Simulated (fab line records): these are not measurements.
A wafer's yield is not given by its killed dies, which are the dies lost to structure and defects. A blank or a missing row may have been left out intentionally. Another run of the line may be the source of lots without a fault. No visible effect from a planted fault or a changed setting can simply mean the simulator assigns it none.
Which tool was responsible? + flow sky130 + 12 lots, 36 wafers sampled, at 4 steps of a route of 708

WHAT THE GAUGES READ, wafer by wafer
SKY_SD_N_RS_MEAS_16: measurement is done with a four-point probe.
| lot  | measured     | on            | SD_N_RS (ohm/sq)  |
|------|--------------|---------------|-------------------|
| L868 | day 28 10:49 | film_metro-03 | 68.67 68.57 68.38 |
| L870 | day 28 19:41 | film_metro-03 | 68.55 68.71 68.65 |
| L871 | day 29 02:10 | film_metro-02 | 68.66 68.84 68.71 |
| L872 | day 29 15:20 | film_metro-01 | 68.68 68.44 68.65 |
| L875 | day 31 03:51 | film_metro-02 | 68.78 68.77 68.69 |
| L879 | day 32 09:29 | film_metro-02 | 68.63 68.66 68.81 |
| L880 | day 32 21:07 | film_metro-02 | 68.64 69.01 68.61 |
| L881 | day 33 02:15 | film_metro-03 | 68.55 68.51 68.56 |
| L886 | day 34 11:55 | film_metro-03 | 68.63 68.50 68.44 |
| L887 | day 34 14:17 | film_metro-03 | 68.67 68.58 68.59 |
| L889 | day 35 09:20 | film_metro-02 | 68.76 68.66 68.85 |
| L890 | day 35 12:26 | film_metro-02 | 68.82 68.94 68.65 |

SKY_LI_CONTACT_THK_MEAS_23: measures by xrf.
| lot  | measured     | on            | LI_CONTACT_W_THK (nm) |
|------|--------------|---------------|-----------------------|
| L868 | day 29 17:44 | film_metro-02 | 417 419 416           |
| L870 | day 30 02:45 | film_metro-03 | 431 423 424           |
| L871 | day 30 08:17 | film_metro-02 | 418 419 415           |
| L872 | day 30 21:41 | film_metro-03 | 417 417 418           |
| L875 | day 32 09:34 | film_metro-01 | 418 419 418           |
| L879 | day 33 14:53 | film_metro-01 | 430 428 436           |
| L880 | day 34 02:28 | film_metro-03 | 423 427 425           |
| L881 | day 34 07:02 | film_metro-01 | 427 425 431           |
| L886 | day 35 16:02 | film_metro-01 | 434 427 427           |
| L887 | day 35 18:15 | film_metro-01 | 426 434 431           |
| L889 | day 36 12:04 | film_metro-02 | 411 412 413           |
| L890 | day 36 16:23 | film_metro-01 | 426 431 426           |

SKY_LOCAL_INTERCONNECT_CD_MEAS_11: the cd target is 170 nm.
| lot  | measured     | on        | cd_nm (nm)                          |
|------|--------------|-----------|-------------------------------------|
| L868 | day 30 22:34 | cd_sem-02 | 171.0 170.2 169.4                   |
| L870 | day 31 07:18 | cd_sem-02 | 170.2 170.1 171.2                   |
| L871 | day 31 13:43 | cd_sem-01 | 170.6 170.8 173.8                   |
| L872 | day 32 02:20 | cd_sem-01 | 167.3 167.6 167.8                   |
| L875 | day 33 13:24 | cd_sem-02 | 170.1 168.6 169.3                   |
| L879 | day 34 17:44 | cd_sem-02 | 182.1 181.3 181.3 181.7 181.1 181.4 |
| L880 | day 35 04:48 | cd_sem-02 | 175.7 175.9 175.0                   |
| L881 | day 35 09:26 | cd_sem-02 | 175.5 176.8 176.3 175.2 176.4 176.8 |
| L886 | day 36 18:08 | cd_sem-01 | 169.6 169.3 170.0                   |
| L887 | day 36 19:59 | cd_sem-02 | 169.5 170.5 170.4                   |
| L889 | day 37 14:04 | cd_sem-02 | 171.3 172.7 171.6                   |
| L890 | day 37 18:11 | cd_sem-01 | 168.3 169.3 169.1                   |

EACH LOT AND THE TOOL THAT RAN IT (in order: tool; ch and the chambers of the sampled wafers; start)
| lot  | SKY_LOCAL_INTERCONNECT_EXPOSE_08  |
|------|-----------------------------------|
| L868 | krf_scanner-02 ch 0, day 30 08:05 |
| L870 | krf_scanner-02 ch 0, day 30 17:45 |
| L871 | krf_scanner-01 ch 0, day 30 23:50 |
| L872 | krf_scanner-01 ch 0, day 31 11:50 |
| L875 | krf_scanner-02 ch 0, day 32 23:28 |
| L879 | krf_scanner-01 ch 0, day 34 04:50 |
| L880 | krf_scanner-01 ch 0, day 34 16:14 |
| L881 | krf_scanner-01 ch 0, day 34 20:08 |
| L886 | krf_scanner-02 ch 0, day 36 05:01 |
| L887 | krf_scanner-02 ch 0, day 36 06:36 |
| L889 | krf_scanner-02 ch 0, day 37 01:46 |
| L890 | krf_scanner-02 ch 0, day 37 05:22 |
- SKY_LOCAL_INTERCONNECT_EXPOSE_08: exposes mask LI1M, target cd 170 nm.

AS READ BY THE TOOLS THEMSELVES (means over the sampled wafers that have a number; for cases with no such wafer, the mark the record gives instead)
SKY_LOCAL_INTERCONNECT_EXPOSE_08.
| lot  | tool           | exposure_dose_mJ_cm2 |
|------|----------------|----------------------|
| L868 | krf_scanner-02 | 27.943               |
| L870 | krf_scanner-02 | 27.981               |
| L871 | krf_scanner-01 | 27.975               |
| L872 | krf_scanner-01 | 28.003               |
| L875 | krf_scanner-02 | 27.976               |
| L879 | krf_scanner-01 | 26.794               |
| L880 | krf_scanner-01 | 26.789               |
| L881 | krf_scanner-01 | 27.031               |
| L886 | krf_scanner-02 | 27.998               |
| L887 | krf_scanner-02 | 27.987               |
| L889 | krf_scanner-02 | 27.961               |
| L890 | krf_scanner-02 | 27.985               |

THE ANSWER, worked out from the rows above alone
Rule: the lots themselves supply what counts as usual. The widest of any qualifying gaps counts: lots, ordered by their means at a reading, are off when they make up no more than a third of the lots, leave a main group of 4 or more, and stand apart from it by 3 or more times the standard deviation of that group's means. The tables above print the reading to a certain number of digits; a main group whose means all agree to those digits is not used. A lot without any number at a reading at which 4 lots or more have one is off too. The other lots that the step has rows for count as sound. Order of review: gauges by route order, followed by the tools' own readings, for which a lot's mean as printed above is used. The first step at which some lot is off is used, and at that step the reading that is off furthest; a lot without a number counts as furthest.
Off at SKY_LOCAL_INTERCONNECT_EXPOSE_08 (exposure_dose_mJ_cm2): L879, L880, L881. The main group: mean 27.979, standard deviation 0.017.
If a tool, at that step or one of the process steps before it, ran each lot that is off and ran no sound lot following the first of them, it fits. One fits: krf_scanner-01 at SKY_LOCAL_INTERCONNECT_EXPOSE_08. Its last sound lot is L872 (day 31 11:50), its first lot that is off L879 (day 34 04:50): a fault that began between those two fits.
On the lots that are off, the tool's own readings at SKY_LOCAL_INTERCONNECT_EXPOSE_08 differ by more than 5 times the standard deviation of the sound lots' means, which bears it out; exposure_dose_mJ_cm2 reads 26.871 there versus 27.979 on the sound lots.

WHAT THE SIMULATOR HAD PUT IN
Process parameters drifting: krf_scanner-01 at SKY_LOCAL_INTERCONNECT_EXPOSE_08, beginning at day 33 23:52. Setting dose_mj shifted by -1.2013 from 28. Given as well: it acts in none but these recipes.
Shown lots that were struck: L879, L880, L881. The rule given above showed the same thing.
